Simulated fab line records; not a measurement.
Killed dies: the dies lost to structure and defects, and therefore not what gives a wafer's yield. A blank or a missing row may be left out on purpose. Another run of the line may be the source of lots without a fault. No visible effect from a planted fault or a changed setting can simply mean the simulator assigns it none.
fab line records + flow sky130
[record]
- lots = 7
- wafers = 18
- lastDay = 50
route steps=708 shown VT_ADJUST_PCH@151 SONOS_TUNNEL@154 PAD_OPEN@708
lots untouched by any fault: they come from a run of this same line in which no faults occurred
startH: hours from the record's first day to the start of the lot's first wafer shown + waitH: time in hours since the lot's previous step + " as in the row above + L1.1+2: a row that stands for several wafers + - no value present, or no start provided + * or withheld: withheld + < > ~ a bound
route shown NAME@n: NAME is a module with steps in the file, n the number in the route of the first one + usual: mean/standard deviation taken from wafers without a fault + same: alike in all rows + chamber/n: place in a boat + sites: readings site by site + _std_site: standard deviation across them + _edge_site: the outer-site mean with the inner-site mean subtracted + radiusMm: how far each site lies from the wafer's centre + mask NAME#n: copy n + behind: the last tool/chamber to shape the wafer + hold: reason for holding the lot/hours on hold/outcome of the hold + device: the n, p or np transistor that did not switch + end of line: at the end of the route, the tests of the same wafers + a step given without rows: its recipe and nothing more + killed: not the wafer's yield, but the dies lost to structure and defects at the first sort + map: the dies of a wafer, with x for killed, . for not killed, _ for no die there
set.NAME: the run value of the setting; set.NAME@STEP: its run value at that earlier step + model.NAME: the simulator's own value behind a step, which no gauge read
certain route steps with their lots: each step a table, each wafer a row
services: the hour from which a tool's chamber was out of use, counted from the record's first day as startH (under 0 if before that day), plus the number of hours and why
[[steps]]
[step SKY_VT_ADJUST_PCH_IMPLANT_08]
[recipe]
- species = B
- energyKev = 10
- doseCm2 = 5e+11
- tiltDeg = withheld
[step SKY_VT_ADJUST_PCH_STRIP_09]
[recipe]
- chemistry = O2/N2
- powerW = 1400
- pressureMtorr = 1500
- platenTempC = withheld
- o2FlowSccm = 3000
- n2FlowSccm = 300
- overashFraction = 0.5
[usual]
- drypumpMotorCurrentA = 5.71/0.28
- oesProductAu = 0.722/0.0042
- stripTimeToEndpointS = 36.97/0.094
| lot.wafer | tool           | chamber | startH | waitH | drypumpMotorCurrentA | oesProductAu | rfHoursCounterH | stripTimeToEndpointS |
|-----------|----------------|---------|--------|-------|----------------------|--------------|-----------------|----------------------|
| L336.2    | plasmaAsher-03 | 0       | 281.24 | 0.1   | 5.71                 | 0.721        | 59              | 37.06                |
| L336.3    | "              | 1       | "      | "     | 5.52                 | 0.728        | -               | 37.16                |
| L336.4    | "              | 0       | "      | "     | 5.74                 | 0.718        | -               | 37.14                |
| L338.1    | plasmaAsher-01 | 1       | 294.17 | 0.1   | 5.55                 | 0.721        | 47              | 37.01                |
| L338.3    | "              | 0       | "      | "     | 5.30                 | 0.721        | -               | 37.05                |
| L338.5    | "              | 1       | "      | "     | 5.53                 | 0.721        | -               | 37.00                |
| L343.1    | plasmaAsher-01 | 0       | 333.11 | 0.1   | 5.30                 | 0.724        | 51              | 37.03                |
| L343.2    | "              | 1       | "      | "     | 5.58                 | 0.716        | 51              | 37.07                |
| L344.1    | plasmaAsher-04 | 1       | 342.71 | 0.1   | 6.19                 | 0.730        | 21              | 36.89                |
| L344.4    | "              | 0       | "      | "     | 5.77                 | 0.713        | -               | 37.00                |
| L346.2    | plasmaAsher-04 | 1       | 355.67 | 0.1   | 6.26                 | 0.726        | 22              | 36.99                |
| L346.4    | "              | 0       | "      | "     | 5.77                 | 0.719        | -               | 36.92                |
| L349.2    | plasmaAsher-03 | 1       | 380.44 | 0.1   | 5.50                 | 0.726        | 69              | 36.90                |
| L349.4    | "              | 1       | "      | "     | 5.48                 | 0.717        | -               | 36.83                |
| L349.6    | "              | 1       | "      | "     | 5.51                 | 0.722        | -               | 36.91                |
| L352.2    | plasmaAsher-03 | 1       | 398.21 | 0.1   | 5.47                 | 0.710        | 71              | 36.86                |
| L352.4    | "              | 0       | "      | "     | 5.72                 | 0.720        | -               | 36.95                |
| L352.5    | "              | 0       | "      | "     | 5.71                 | 0.719        | -               | 36.86                |
[step SKY_VT_ADJUST_PCH_TW_MEAS_10]
[usual]
- VT_ADJUST_PCH_TW = 142.9/0.73
| lot.wafer | tool         | chamber | startH | waitH | VT_ADJUST_PCH_TW |
|-----------|--------------|---------|--------|-------|------------------|
| L336.2    | filmMetro-02 | -       | 281.35 | 0.1   | 142.8            |
| L336.3    | "            | -       | "      | "     | 142.5            |
| L336.4    | "            | -       | "      | "     | 143.2            |
| L338.1    | filmMetro-01 | -       | 294.27 | 0.1   | 142.9            |
| L338.3    | "            | -       | "      | "     | 143.0            |
| L338.5    | "            | -       | "      | "     | 143.7            |
| L343.1    | filmMetro-02 | -       | 333.21 | 0.1   | 141.9            |
| L343.2    | "            | -       | "      | "     | 141.7            |
| L344.1    | filmMetro-02 | -       | 342.81 | 0.1   | 143.6            |
| L344.4    | "            | -       | "      | "     | 142.8            |
| L346.2    | filmMetro-04 | -       | 355.78 | 0.1   | 144.3            |
| L346.4    | "            | -       | "      | "     | 144.2            |
| L349.2    | filmMetro-02 | -       | 380.55 | 0.1   | 141.3            |
| L349.4    | "            | -       | "      | "     | 140.9            |
| L349.6    | "            | -       | "      | "     | 140.9            |
| L352.2    | filmMetro-04 | -       | 398.32 | 0.1   | 143.1            |
| L352.4    | "            | -       | "      | "     | 143.2            |
| L352.5    | "            | -       | "      | "     | 143.6            |
[step SKY_SONOS_TUNNEL_DEHYDRATE_00]
[recipe]
- tempC = 200
- timeS = 60
[step SKY_SONOS_TUNNEL_HMDS_01]
[recipe]
- primeTimeS = 60
- primeTempC = 120
[step SKY_SONOS_TUNNEL_COAT_02]
[recipe]
- resist = NOVOLAK
- spinRpm = 3000
- resistThkNm = 1140
[step SKY_SONOS_TUNNEL_SOFTBAKE_03]
[recipe]
- tempC = 90
- timeS = 60
- resist = NOVOLAK
[step SKY_SONOS_TUNNEL_EXPOSE_04]
[recipe]
- maskId = TUNM
- na = 0.6
- sourceShape = conventional
- sigmaOuter = 0.6
- polarization = unpolarized
- targetCdNm = 410
- doseMj = 136
[step SKY_SONOS_TUNNEL_PEB_05]
[recipe]
- tempC = withheld
- timeS = *
- resist = NOVOLAK
[step SKY_SONOS_TUNNEL_DEVELOP_06]
[recipe]
- resist = NOVOLAK
- developer = TMAH
- developTimeS = 60
- devTempC = 23
[step SKY_SONOS_TUNNEL_CD_MEAS_07]
[recipe]
- targetCdNm = 410
[usual]
- cdNm = 410.0/2.3
| lot.wafer | tool     | chamber | startH | waitH | cdNm  |
|-----------|----------|---------|--------|-------|-------|
| L336.2    | cdSem-01 | -       | 306.49 | 0.1   | 412.4 |
| L336.3    | "        | -       | "      | "     | 412.8 |
| L336.4    | "        | -       | "      | "     | 411.3 |
| L338.1    | cdSem-01 | -       | 318.72 | 0.1   | 407.9 |
| L338.3    | "        | -       | "      | "     | 406.5 |
| L338.5    | "        | -       | "      | "     | 406.5 |
| L343.1    | cdSem-02 | -       | 360.37 | 0.1   | 410.5 |
| L343.2    | "        | -       | "      | "     | 407.2 |
| L344.1    | cdSem-01 | -       | 370.42 | 0.1   | 411.5 |
| L344.4    | "        | -       | "      | "     | 410.6 |
| L346.2    | cdSem-01 | -       | 383.09 | 0.1   | 410.0 |
| L346.4    | "        | -       | "      | "     | 412.3 |
| L349.2    | cdSem-02 | -       | 408.14 | 0.1   | 409.0 |
| L349.4    | "        | -       | "      | "     | 407.8 |
| L349.6    | "        | -       | "      | "     | 407.3 |
| L352.2    | cdSem-01 | -       | 426.51 | 0.1   | 410.1 |
| L352.4    | "        | -       | "      | "     | 408.8 |
| L352.5    | "        | -       | "      | "     | 409.8 |
[step SKY_SONOS_TUNNEL_OVL_MEAS_08]
[usual]
- SONOS_TUNNEL_OVL = 0.0/1.3
| lot.wafer | tool       | chamber | startH | waitH | SONOS_TUNNEL_OVL[nm] |
|-----------|------------|---------|--------|-------|----------------------|
| L336.2    | overlay-01 | -       | 306.60 | 0.1   | -1.2                 |
| L336.3    | "          | -       | "      | "     | -0.6                 |
| L336.4    | "          | -       | "      | "     | 0.4                  |
| L338.1    | overlay-01 | -       | 318.84 | 0.1   | -0.5                 |
| L338.3    | "          | -       | "      | "     | 1.6                  |
| L338.5    | "          | -       | "      | "     | 1.1                  |
| L343.1    | overlay-01 | -       | 360.49 | 0.1   | 0.4                  |
| L343.2    | "          | -       | "      | "     | 1.1                  |
| L344.1    | overlay-01 | -       | 370.54 | 0.1   | -1.1                 |
| L344.4    | "          | -       | "      | "     | -2.1                 |
| L346.2    | overlay-02 | -       | 383.20 | 0.1   | 0.6                  |
| L346.4    | "          | -       | "      | "     | 0.5                  |
| L349.2    | overlay-02 | -       | 408.25 | 0.1   | 0.4                  |
| L349.4    | "          | -       | "      | "     | -2.3                 |
| L349.6    | "          | -       | "      | "     | -1.3                 |
| L352.2    | overlay-02 | -       | 426.61 | 0.1   | 0.9                  |
| L352.4    | "          | -       | "      | "     | -0.2                 |
| L352.5    | "          | -       | "      | "     | -0.1                 |
[step SKY_SONOS_TUNNEL_IMPLANT_09]
[recipe]
- species = B
- energyKev = 20
- doseCm2 = 1e+12
- tiltDeg = withheld
[usual]
- beamOnS = 10.02/0.21
| lot.wafer | tool         | chamber | startH | waitH | beamOnS |
|-----------|--------------|---------|--------|-------|---------|
| L336.2    | implanter-03 | 0       | 306.65 | 0.0   | 10.16   |
| L336.3    | "            | 0       | "      | "     | 9.98    |
| L336.4    | "            | 0       | "      | "     | 10.43   |
| L338.1    | implanter-03 | 0       | 318.88 | 0.0   | 10.04   |
| L338.3    | "            | 0       | "      | "     | 10.16   |
| L338.5    | "            | 0       | "      | "     | 9.89    |
| L343.1    | implanter-03 | 0       | 360.53 | 0.0   | 10.37   |
| L343.2    | "            | 0       | "      | "     | 9.98    |
| L344.1    | implanter-03 | 0       | 370.58 | 0.0   | 9.79    |
| L344.4    | "            | 0       | "      | "     | 9.88    |
| L346.2    | implanter-03 | 0       | 383.25 | 0.0   | 9.78    |
| L346.4    | "            | 0       | "      | "     | 10.15   |
| L349.2    | implanter-02 | 0       | 408.30 | 0.0   | 10.08   |
| L349.4    | "            | 0       | "      | "     | 9.85    |
| L349.6    | "            | 0       | "      | "     | 10.09   |
| L352.2    | implanter-02 | 0       | 426.67 | 0.0   | 9.98    |
| L352.4    | "            | 0       | "      | "     | 10.11   |
| L352.5    | "            | 0       | "      | "     | 10.22   |
[step SKY_SONOS_TUNNEL_WET_ETCH_10]
[recipe]
- chemistry = dHF
- targetDepthNm = 14
- target = SiO2
- dilution = 100:1
- tempC = 25
- timeS = 280
[step SKY_SONOS_TUNNEL_STRIP_11]
[recipe]
- chemistry = SPM
- timeS = 600
- tempC = 130
[step SKY_SONOS_TUNNEL_TW_MEAS_12]
[usual]
- SONOS_TUNNEL_TW = 196.8/1.8
| lot.wafer | tool         | chamber | startH | waitH | SONOS_TUNNEL_TW |
|-----------|--------------|---------|--------|-------|-----------------|
| L336.2    | filmMetro-03 | -       | 307.05 | 0.0   | 194.9           |
| L336.3    | "            | -       | "      | "     | 193.5           |
| L336.4    | "            | -       | "      | "     | 195.6           |
| L338.1    | filmMetro-02 | -       | 319.29 | 0.0   | 195.4           |
| L338.3    | "            | -       | "      | "     | 194.9           |
| L338.5    | "            | -       | "      | "     | 197.1           |
| L343.1    | filmMetro-04 | -       | 361.12 | 0.0   | 181.3           |
| L343.2    | "            | -       | "      | "     | 197.9           |
| L344.1    | filmMetro-02 | -       | 371.04 | 0.0   | 178.6           |
| L344.4    | "            | -       | "      | "     | 179.7           |
| L346.2    | filmMetro-04 | -       | 383.66 | 0.0   | 196.6           |
| L346.4    | "            | -       | "      | "     | 180.3           |
| L349.2    | filmMetro-03 | -       | 408.72 | 0.0   | 193.6           |
| L349.4    | "            | -       | "      | "     | 195.3           |
| L349.6    | "            | -       | "      | "     | 192.1           |
| L352.2    | filmMetro-03 | -       | 427.09 | 0.0   | 194.9           |
| L352.4    | "            | -       | "      | "     | 194.9           |
| L352.5    | "            | -       | "      | "     | 195.3           |
[step SKY_SONOS_TUNNEL_CLEAN_13]
[recipe]
- chemistry = dHF
- timeS = 20
- dilution = 100:1
- dry = ipaMarangoni
[step SKY_PAD_OPEN_PROBE_99]
[usual]
- killed_at_M0_to_M3 = 45/6.9
- killed_at_M4_up = 3.0/1.7
- killedAtContacts = 25/5.6
- killedAtFrontEnd = 15/4.2
- killedAtOther = 0.3/0.55
- killedDies = 89/9.6
- killedOpen = 49/7.2
- killedShort = 39/6.5
[same]
- grossDies = 492
- killedAtBackSide = 0
| lot.wafer | tool      | chamber | startH  | waitH | killed_at_M0_to_M3 | killed_at_M4_up | killedAtContacts | killedAtFrontEnd | killedAtOther | killedDies | killedOpen | killedShort | model.etest.tipSonos.rsOhmSq | model.etest.tipSonos.rsOhmSqRange | model.etest.tipSonos.rsOhmSqRimLessCentre | model.etest.sonosUncharged.rOnOhmUm | model.etest.sonosProgrammed.offLog10AUm | model.etest.sonosUncharged.vtV | model.etest.sonosBaked.vtV |
|-----------|-----------|---------|---------|-------|--------------------|-----------------|------------------|------------------|---------------|------------|------------|-------------|------------------------------|-----------------------------------|-------------------------------------------|-------------------------------------|-----------------------------------------|--------------------------------|----------------------------|
| L336.2    | prober-01 | -       | 1130.14 | 0.1   | 45                 | 3               | 20               | 11               | 1             | 80         | 40         | 40          | 2696                         | 40.14                             | 8.675                                     | 830.4                               | -14.1                                   | -0.4309                        | 0.8633                     |
| L336.3    | prober-01 | -       | 1130.19 | 0.2   | 48                 | 2               | 34               | 17               | 0             | 101        | 48         | 53          | 2674                         | 34.48                             | 0.5143                                    | 831.2                               | -14                                     | -0.4164                        | 0.9269                     |
| L336.4    | prober-01 | -       | 1130.24 | 0.2   | 46                 | 5               | 24               | 19               | 0             | 94         | 47         | 47          | 2702                         | 45.79                             | 38.14                                     | 832.4                               | -13.98                                  | -0.4214                        | 0.8703                     |
| L338.1    | prober-02 | -       | 1131.65 | 0.1   | 46                 | 2               | 34               | 14               | 0             | 96         | 63         | 33          | 2635                         | 34.33                             | 28.44                                     | 811.1                               | -14.02                                  | -0.4673                        | 0.8878                     |
| L338.3    | prober-02 | -       | 1131.75 | 0.2   | 44                 | 4               | 38               | 14               | 1             | 101        | 54         | 47          | 2586                         | 36.46                             | -13.48                                    | 820.1                               | -14.04                                  | -0.4275                        | 0.97                       |
| L338.5    | prober-02 | -       | 1131.85 | 0.2   | 34                 | 1               | 23               | 21               | 1             | 80         | 48         | 32          | 2630                         | 43.76                             | -21.93                                    | 820.8                               | -13.92                                  | -0.4514                        | 0.9311                     |
| L343.1    | prober-01 | -       | 1158.69 | 0.1   | 45                 | 3               | 29               | 11               | 2             | 90         | 50         | 40          | 2570                         | 85.39                             | 18.7                                      | 778                                 | -13.29                                  | -0.5424                        | 0.9341                     |
| L343.2    | prober-01 | -       | 1158.74 | 0.1   | 43                 | 2               | 33               | 24               | 0             | 102        | 70         | 32          | 2634                         | 32.28                             | 20.26                                     | 813.2                               | -14.01                                  | -0.4326                        | 0.9786                     |
| L344.1    | prober-02 | -       | 1164.16 | 0.1   | 36                 | 7               | 25               | 20               | 0             | 88         | 44         | 44          | 2653                         | 113.6                             | 60.87                                     | 764.1                               | -13.28                                  | -0.5419                        | 0.8656                     |
| L344.4    | prober-02 | -       | 1164.31 | 0.2   | 57                 | 4               | 25               | 12               | 0             | 98         | 63         | 35          | 2644                         | 102.4                             | 43.43                                     | 784.2                               | -13.12                                  | -0.5254                        | 0.8389                     |
| L346.2    | prober-02 | -       | 1171.15 | 0.1   | 49                 | 1               | 26               | 25               | 0             | 101        | 62         | 39          | 2680                         | 40.44                             | -14.88                                    | 803                                 | -13.86                                  | -0.4729                        | 0.9115                     |
| L346.4    | prober-02 | -       | 1171.25 | 0.2   | 56                 | 4               | 19               | 17               | 0             | 96         | 50         | 46          | 2564                         | 80.12                             | 37.86                                     | 803.1                               | -13.1                                   | -0.5272                        | 0.7865                     |
| L352.2    | prober-02 | -       | 1195.39 | 0.1   | 50                 | 6               | 28               | 14               | 0             | 98         | 55         | 42          | 2726                         | 35.55                             | -19.31                                    | 800.7                               | -13.96                                  | -0.4362                        | 0.9809                     |
| L352.4    | prober-02 | -       | 1195.49 | 0.2   | 49                 | 1               | 24               | 6                | 0             | 80         | 53         | 27          | 2700                         | 52.83                             | -22.64                                    | 793.9                               | -14.02                                  | -0.4391                        | 1.006                      |
| L352.5    | prober-02 | -       | 1195.54 | 0.2   | 43                 | 2               | 39               | 17               | 0             | 101        | 67         | 34          | 2697                         | 55.64                             | -7.165                                    | 798.3                               | -13.93                                  | -0.4564                        | 0.9224                     |
// killed by level:class
L336.2 VIA3:geometricParticle:open=9 VIA2:geometricParticle:open=8 VIA1:geometricParticle:open=7 LOCAL_INTERCONNECT:geometricParticle:short=6 POLY_GATE:geometricParticle:short=5 METAL1:geometricParticle:short=5 VIA1:geometricParticle:short=5 LI_CONTACT:geometricParticle:open=4
L336.3 METAL1:geometricParticle:short=13 VIA1:geometricParticle:open=10 CONTACT:geometricParticle:open=10 POLY_GATE:geometricParticle:open=7 LOCAL_INTERCONNECT:geometricParticle:short=7 VIA1:geometricParticle:short=6 LI_CONTACT:geometricParticle:short=5 LI_CONTACT:geometricParticle:open=5
L336.4 VIA1:geometricParticle:open=9 VIA3:geometricParticle:open=8 CONTACT:geometricParticle:open=7 METAL2:geometricParticle:short=7 LOCAL_INTERCONNECT:geometricParticle:short=5 POLY_GATE:geometricParticle:open=5 LI_CONTACT:geometricParticle:open=5 POLY_GATE:geometricParticle:short=4
L338.1 CONTACT:geometricParticle:open=10 VIA1:geometricParticle:open=10 VIA2:geometricParticle:open=9 LI_CONTACT:geometricParticle:open=9 VIA3:geometricParticle:open=9 LOCAL_INTERCONNECT:geometricParticle:short=6 VIA1:geometricParticle:short=5 LI_CONTACT:geometricParticle:short=5
L338.3 CONTACT:geometricParticle:open=12 LI_CONTACT:geometricParticle:open=10 LOCAL_INTERCONNECT:geometricParticle:short=10 VIA1:geometricParticle:open=8 VIA2:geometricParticle:open=7 VIA3:geometricParticle:open=7 VIA1:geometricParticle:short=6 POLY_GATE:geometricParticle:short=5
L338.5 VIA1:geometricParticle:open=14 CONTACT:geometricParticle:short=7 LI_CONTACT:geometricParticle:open=7 FIELD_ISO:geometricParticle:open=6 CONTACT:geometricParticle:open=6 FIELD_ISO:geometricParticle:short=5 METAL2:geometricParticle:short=5 POLY_GATE:geometricParticle:open=4
L343.1 CONTACT:geometricParticle:open=15 VIA1:geometricParticle:open=14 VIA1:geometricParticle:short=6 VIA2:geometricParticle:open=4 LI_CONTACT:geometricParticle:short=4 VIA2:geometricParticle:short=4 VIA3:geometricParticle:short=4 FIELD_ISO:geometricParticle:open=3
L343.2 CONTACT:geometricParticle:open=17 VIA1:geometricParticle:open=12 LI_CONTACT:geometricParticle:open=9 POLY_GATE:geometricParticle:open=8 VIA3:geometricParticle:open=7 POLY_GATE:geometricParticle:short=5 CONTACT:geometricParticle:short=5 FIELD_ISO:geometricParticle:open=4
L344.1 CONTACT:geometricParticle:open=8 VIA2:geometricParticle:open=8 FIELD_ISO:geometricParticle:short=6 LI_CONTACT:geometricParticle:open=6 CONTACT:geometricParticle:short=5 VIA2:geometricParticle:short=5 POLY_GATE:geometricParticle:open=4 VIA1:geometricParticle:short=4
L344.4 VIA1:geometricParticle:open=18 VIA3:geometricParticle:open=12 CONTACT:geometricParticle:open=10 VIA2:geometricParticle:open=6 FIELD_ISO:geometricParticle:open=5 CONTACT:geometricParticle:short=5 METAL1:geometricParticle:short=5 LOCAL_INTERCONNECT:geometricParticle:short=4
L346.2 VIA1:geometricParticle:open=13 CONTACT:geometricParticle:open=8 VIA2:geometricParticle:open=8 FIELD_ISO:geometricParticle:open=7 LI_CONTACT:geometricParticle:open=7 POLY_GATE:geometricParticle:open=6 CONTACT:geometricParticle:short=6 METAL1:geometricParticle:short=6
L346.4 METAL1:geometricParticle:short=10 VIA3:geometricParticle:open=8 VIA1:geometricParticle:open=7 METAL2:geometricParticle:short=7 VIA2:geometricParticle:open=7 FIELD_ISO:geometricParticle:open=6 LI_CONTACT:geometricParticle:open=6 VIA2:geometricParticle:short=5
L352.2 VIA1:geometricParticle:open=13 CONTACT:geometricParticle:open=8 VIA3:geometricParticle:open=8 POLY_GATE:geometricParticle:open=7 LI_CONTACT:geometricParticle:short=7 LI_CONTACT:geometricParticle:open=6 VIA1:geometricParticle:short=6 METAL2:geometricParticle:short=6
L352.4 CONTACT:geometricParticle:open=11 VIA1:geometricParticle:open=11 VIA3:geometricParticle:open=8 VIA2:geometricParticle:open=7 LI_CONTACT:geometricParticle:open=6 VIA1:geometricParticle:short=5 METAL1:geometricParticle:short=4 METAL3:geometricParticle:short=4
L352.5 CONTACT:geometricParticle:open=18 VIA1:geometricParticle:open=12 VIA2:geometricParticle:open=9 LI_CONTACT:geometricParticle:open=8 CONTACT:geometricParticle:short=7 FIELD_ISO:geometricParticle:open=5 VIA3:geometricParticle:open=5 POLY_GATE:geometricParticle:short=4
[[services]]
| tool           | chamber | startH | hours | kind   |
|----------------|---------|--------|-------|--------|
| plasmaAsher-04 | -       | 260.32 | 7.4   | repair |
| plasmaAsher-01 | -       | 264.31 | 7.3   | repair |
| implanter-03   | -       | 281.86 | 1.6   | repair |
| plasmaAsher-01 | -       | 282.63 | 1.5   | repair |
| plasmaAsher-04 | -       | 287.19 | 1.5   | repair |
| plasmaAsher-01 | -       | 341.27 | 2.0   | repair |
| implanter-02   | -       | 366.83 | 1.6   | repair |
[[key]]
[firstSign]
- step = SKY_SONOS_TUNNEL_TW_MEAS_12
- reading = SONOS_TUNNEL_TW
- direction = down
- sigmas = 9.3
- usual = 196.8
- struck = 180.0
effect none on later readings
[modelEffect]
- step = SKY_PAD_OPEN_PROBE_99
- value = etest.tipSonos.rsOhmSq
- without = 2674
- struck = 2608
metAt SKY_SONOS_TUNNEL_IMPLANT_09
struckWafers L343.1,L344.1,L344.4,L346.4
testerLeftOut L343,L344,L346
onsetBetween 318.88 360.53
[fault]
- kind = processParameterDrift
- tool = implanter-03
- chamber = -
- onsetH = 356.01
- steps = SKY_SONOS_TUNNEL_IMPLANT_09
- channel = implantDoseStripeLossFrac
- offset = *
- shape = step
- endH = 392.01
- scope = struckWafersOnly
// testerLeftOut: of these lots the tester's yield and bins aren't shown, on N5 and GAA mostly nor the transistor test; their killed dies are dies lost to structure and defects alone, not to doping, threshold or leakage, so they don't give the yield
